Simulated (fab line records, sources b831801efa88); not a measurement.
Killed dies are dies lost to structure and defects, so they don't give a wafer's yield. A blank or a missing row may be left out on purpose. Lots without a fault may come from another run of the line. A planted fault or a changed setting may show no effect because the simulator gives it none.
Problem report in the 8D (eight disciplines) form, filled by code | flow sky130 | the parts of the form that need people (team, actions taken, sign-off) are left out

1. THE PROBLEM
LDD_LDN_TW at SKY_LDD_LDN_TW_MEAS_13 reads a mean of 1366 on 6 wafers of 2 lots; wafers without a fault read 1480 with a standard deviation of 14. That is -8.1 standard deviations from the usual mean.
First seen on wafer L315.3, day 28 21:58, on film_metro-01. The record holds 42 wafers of 14 lots with a number at this step. Rule for "out", or "out of limits": more than 4 standard deviations from the usual mean. The other wafers with a number count as sound.

2. WHAT IT IS AND WHAT IT IS NOT
question                    | is                           | is not
which readings at this step | LDD_LDN_TW                   | -
which lots                  | L315, L316                   | L297, L298, L299, L301, L303, L304, L305, L306, L310, L317, L319, L320
which wafers of those lots  | all that have a number       | -
read on which gauges        | film_metro-01, film_metro-03 | film_metro-04
when                        | from day 28 21:58            | up to then (27 sound wafers); but 9 sound wafers of L317, L319, L320 came after

3. SUSPECTS, AND WHAT RULES EACH OUT
Counting: a tool at a process step up to the reading stays a suspect if it ran every lot that is out and no sound lot after the first of them.
- the gauge at SKY_LDD_LDN_TW_MEAS_13: ruled out. The wafers that are out were read on 2 gauges (film_metro-01, film_metro-03).
- implanter-01 at SKY_LDD_LDN_IMPLANT_11: ruled out as a lasting fault. Sound lots L319, L320 ran on it after its first lot that is out, L315 (day 28 21:45).
Left after counting: nothing in the record.

4. THE CAUSE (what the simulator had put in)
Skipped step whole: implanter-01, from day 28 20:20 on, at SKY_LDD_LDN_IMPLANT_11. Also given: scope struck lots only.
Counting ruled it out, wrongly: the rule takes a fault to strike every lot that its tool runs from its start on, and this one did not.

5. THE CHAIN OF EFFECTS, in route order
Each row: a reading whose mean over the struck wafers that have a number lies more than 3 standard deviations from the usual. Only readings for which the record gives a usual standard deviation are gone through. hours: the time from each lot's start at the first step in this table that gives one to its start at this step, as a median over the lots. sigmas: the change in usual standard deviations.
hours | step                   | reading    | usual | on struck wafers | change | sigmas
0     | SKY_LDD_LDN_TW_MEAS_13 | LDD_LDN_TW | 1480  | 1366             | -114   | -8.1
Readings that are blank on the struck wafers while sound wafers have them: beam_energy_keV at SKY_LDD_LDN_IMPLANT_11; beam_on_s at SKY_LDD_LDN_IMPLANT_11; faraday_current_uA at SKY_LDD_LDN_IMPLANT_11.

6. WHAT WOULD HAVE CAUGHT IT SOONER
In this record the first reading out of limits at a measuring or inspecting step was taken at day 28 21:58, 2 hours after the fault began at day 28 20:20.
At SKY_LDD_LDN_IMPLANT_11 the tool's readings are blank on the struck wafers, where sound wafers have them: an empty tool record is the first sign, and it was there at once.
